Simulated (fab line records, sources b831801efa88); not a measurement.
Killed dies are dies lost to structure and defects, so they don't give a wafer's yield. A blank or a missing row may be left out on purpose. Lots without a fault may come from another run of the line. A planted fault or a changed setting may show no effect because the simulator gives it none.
Which tool did it? | flow gf180mcu | 13 lots, 39 wafers sampled, at 5 steps of a route of 602

WHAT THE GAUGES READ, wafer by wafer
GF_M1_OVL_MEAS_15.
lot  | measured     | on         | M1_OVL (nm)
L433 | day 17 01:01 | overlay-01 | 3 1 7
L434 | day 17 11:16 | overlay-01 | -17 -14 -15
L435 | day 17 21:43 | overlay-01 | 3 11 2
L438 | day 19 03:13 | overlay-02 | -2 4 -4
L445 | day 22 15:37 | overlay-01 | -7 1 -3
L446 | day 22 11:59 | overlay-02 | 2 9 2
L447 | day 22 22:16 | overlay-02 | -12 -10 2
L448 | day 22 22:31 | overlay-01 | 1 -5 -1
L449 | day 23 11:14 | overlay-02 | 4 1 -2
L450 | day 23 16:49 | overlay-02 | 12 4 5
L453 | day 24 10:58 | overlay-01 | -2 -2 1
L454 | day 24 18:29 | overlay-02 | 10 4 11
L455 | day 25 05:17 | overlay-01 | 9 8 -1

GF_V1_CD_MEAS_14: target cd 260 nm.
lot  | measured     | on        | cd_nm (nm)
L433 | day 18 02:15 | cd_sem-01 | 260.3 260.9 260.5
L434 | day 18 12:24 | cd_sem-01 | 260.1 260.8 260.2
L435 | day 18 23:22 | cd_sem-02 | 267.6 268.1 269.5
L438 | day 20 04:32 | cd_sem-02 | 267.5 267.9 267.7
L445 | day 23 15:17 | cd_sem-02 | 258.8 259.6 258.6
L446 | day 23 12:31 | cd_sem-02 | 261.8 261.2 260.2
L447 | day 23 21:44 | cd_sem-01 | 258.5 259.1 260.0
L448 | day 23 22:29 | cd_sem-01 | 259.3 260.3 259.2
L449 | day 24 11:31 | cd_sem-01 | 259.7 258.9 259.0
L450 | day 24 16:19 | cd_sem-02 | 260.3 260.8 259.6
L453 | day 25 10:11 | cd_sem-02 | 260.8 260.7 260.7
L454 | day 25 17:50 | cd_sem-02 | 261.3 260.6 260.5
L455 | day 26 03:53 | cd_sem-02 | 260.8 260.8 260.9

GF_M3_OVL_MEAS_15.
lot  | measured     | on         | M3_OVL (nm)
L433 | day 21 08:22 | overlay-02 | 1 -2 0
L434 | day 21 19:02 | overlay-01 | 0 2 4
L435 | day 22 04:26 | overlay-01 | 3 6 8
L438 | day 23 08:16 | overlay-02 | -3 7 2
L445 | day 26 12:55 | overlay-01 | 2 2 0
L446 | day 26 11:37 | overlay-01 | 8 -3 7
L447 | day 26 19:19 | overlay-01 | 7 0 2
L448 | day 26 19:31 | overlay-01 | 12 4 11
L449 | day 27 07:37 | overlay-02 | 12 10 7
L450 | day 27 10:34 | overlay-02 | 2 7 5
L453 | day 28 04:07 | overlay-01 | -3 0 -2
L454 | day 28 11:01 | overlay-02 | 6 9 7
L455 | day 28 19:44 | overlay-01 | 2 7 -1

WHICH TOOL RAN EACH LOT (tool, then ch and the chambers of the sampled wafers, then the start)
lot  | GF_MVPSD_STRIP_10                    | GF_V1_PEB_12
L433 | plasma_asher-03 ch 0,1, day 5 03:44  | litho_track-02 ch 0, day 18 01:55
L434 | plasma_asher-03 ch 0,1, day 5 07:25  | litho_track-02 ch 0, day 18 12:04
L435 | plasma_asher-04 ch 0,1, day 5 12:17  | litho_track-02 ch 0, day 18 23:02
L438 | plasma_asher-03 ch 0,1, day 6 09:30  | litho_track-02 ch 0, day 20 04:11
L445 | plasma_asher-01 ch 0,1, day 8 03:26  | litho_track-04 ch 0, day 23 14:56
L446 | plasma_asher-03 ch 0,1, day 8 07:45  | litho_track-04 ch 0, day 23 12:11
L447 | plasma_asher-04 ch 0,1, day 8 13:32  | litho_track-04 ch 0, day 23 21:23
L448 | plasma_asher-04 ch 0,1, day 8 19:56  | litho_track-02 ch 0, day 23 22:08
L449 | plasma_asher-01 ch 0,1, day 9 01:39  | litho_track-03 ch 0, day 24 11:10
L450 | plasma_asher-01 ch 1, day 9 07:38    | litho_track-03 ch 0, day 24 15:58
L453 | plasma_asher-04 ch 0,1, day 10 04:24 | litho_track-03 ch 0, day 25 09:50
L454 | plasma_asher-01 ch 1, day 10 11:37   | litho_track-02 ch 0, day 25 17:31
L455 | plasma_asher-04 ch 0,1, day 10 19:38 | litho_track-03 ch 0, day 26 03:33
- GF_MVPSD_STRIP_10: strips in O2/N2.
- GF_V1_PEB_12: peb time 90 s.

WHAT THE TOOLS THEMSELVES READ (means of the sampled wafers that have a number; where no wafer has one, the mark that the record gives instead)
GF_MVPSD_STRIP_10.
lot  | tool            | drypump_motor_current_A (A) | heater_power_w (W) | oes_product_au (a.u.) | strip_time_to_endpoint_s (s)
L433 | plasma_asher-03 | 5.21                        | 330                | 0.721                 | 36.83
L434 | plasma_asher-03 | 5.39                        | 353                | 0.724                 | 37.01
L435 | plasma_asher-04 | 5.46                        | 302                | 0.725                 | 36.96
L438 | plasma_asher-03 | 5.39                        | 351                | 0.720                 | 36.75
L445 | plasma_asher-01 | 5.40                        | 287                | 0.726                 | 37.00
L446 | plasma_asher-03 | 5.38                        | 351                | 0.720                 | 36.78
L447 | plasma_asher-04 | 5.49                        | 304                | 0.723                 | 36.95
L448 | plasma_asher-04 | 5.62                        | 289                | 0.723                 | 37.06
L449 | plasma_asher-01 | 5.33                        | 309                | 0.720                 | 37.10
L450 | plasma_asher-01 | 5.26                        | 320                | 0.723                 | 36.89
L453 | plasma_asher-04 | 5.47                        | 306                | 0.722                 | 37.06
L454 | plasma_asher-01 | 5.28                        | 320                | 0.728                 | 37.03
L455 | plasma_asher-04 | 5.46                        | 304                | 0.727                 | 37.02

THE ANSWER, worked out from the rows above alone
Rule: what is usual is taken from the lots themselves. Put in order of their means at a reading, lots are off if they are a third of the lots or fewer, leave a main group of 4 or more, and stand apart from it by a gap of 3 or more times the standard deviation of the main group's means; of several such gaps the widest counts. A main group whose means are all the same, to the digits that the tables above print for the reading, isn't used. A lot without any number at a reading at which 4 lots or more have one is off too. The other lots that the step has rows for count as sound. The gauges are gone through in route order, then the tools' own readings, and for those a lot's mean is taken as printed above. The first step at which some lot is off is used, and at that step the reading that is off furthest; a lot without a number counts as furthest.
Off: L435, L438, at GF_V1_CD_MEAS_14 (cd_nm). The main group: mean 260.1 nm, standard deviation 0.72.
A tool fits if, at a process step before that reading, it ran every lot that is off, and no sound lot after the first of them. The gauges at GF_V1_CD_MEAS_14 are tried like those tools. None of those tried fits.

WHAT THE SIMULATOR HAD PUT IN
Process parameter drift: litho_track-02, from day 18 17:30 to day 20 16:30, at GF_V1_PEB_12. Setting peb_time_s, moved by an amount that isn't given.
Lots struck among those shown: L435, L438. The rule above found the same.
